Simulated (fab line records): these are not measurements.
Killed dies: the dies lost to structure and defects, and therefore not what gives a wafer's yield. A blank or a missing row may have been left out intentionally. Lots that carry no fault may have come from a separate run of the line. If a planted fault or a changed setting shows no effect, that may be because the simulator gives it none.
Matching of chambers | flow sky130 | 4 sister chambers for SKY_CONTACT_ETCH_16 on rie diel-04
The step etches BARC in N2/H2, stops on SiO2, time 45.9 s, target depth 60 nm. 4 wafers are shown with their chamber, then 12 later ones without.

## WAFERS WITH THEIR CHAMBER
wafer  | chamber | rf fwd power W (W)
L086.2 | 3       | 497.4
L088.5 | 1       | 495.8
L091.4 | 2       | 501.0
L091.5 | 0       | 493.7

## WAFERS WITHOUT THEIR CHAMBER
wafer  | rf fwd power W (W)
L093.1 | 494.3
L093.2 | 495.9
L093.5 | 496.3
L094.1 | 496.2
L094.5 | 494.3
L094.6 | 492.9
L095.1 | 496.1
L095.3 | 495.3
L095.4 | 500.1
L096.1 | 493.2
L096.2 | 495.0
L096.5 | 495.6

## CHAMBER TAKEN BY EACH
wafer  | from the rows above     | in truth
L093.1 | can't be placed: 0 or 1 | 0
L093.2 | 1                       | 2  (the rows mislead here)
L093.5 | can't be placed: 1 or 3 | 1
L094.1 | can't be placed: 1 or 3 | 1
L094.5 | can't be placed: 0 or 1 | 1
L094.6 | 0                       | 0
L095.1 | can't be placed: 1 or 3 | 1
L095.3 | can't be placed: 1 or 0 | 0
L095.4 | 2                       | 2
L096.1 | 0                       | 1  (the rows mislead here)
L096.2 | can't be placed: 1 or 0 | 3
L096.5 | 1                       | 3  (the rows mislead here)
2 of 12 placed correctly. Unplaceable from these rows: 7, with the true chamber sitting among the candidates in 6. Number placed wrongly: 3.
How it was worked out, from the rows above alone: a wafer's distance from a chamber is the root of the sum, over the readings, of the square of ((its reading less the chamber's mean) divided by the reading's scatter). If the next closest chamber is less than 2 further off than the closest, the wafer can't be placed; otherwise it belongs to the closest. The mean given for a chamber averages the wafers shown for that chamber. The scatter (one wafer shown for each chamber): square how far every hidden wafer sits from the nearest shown wafer, average those squares and take the square root.
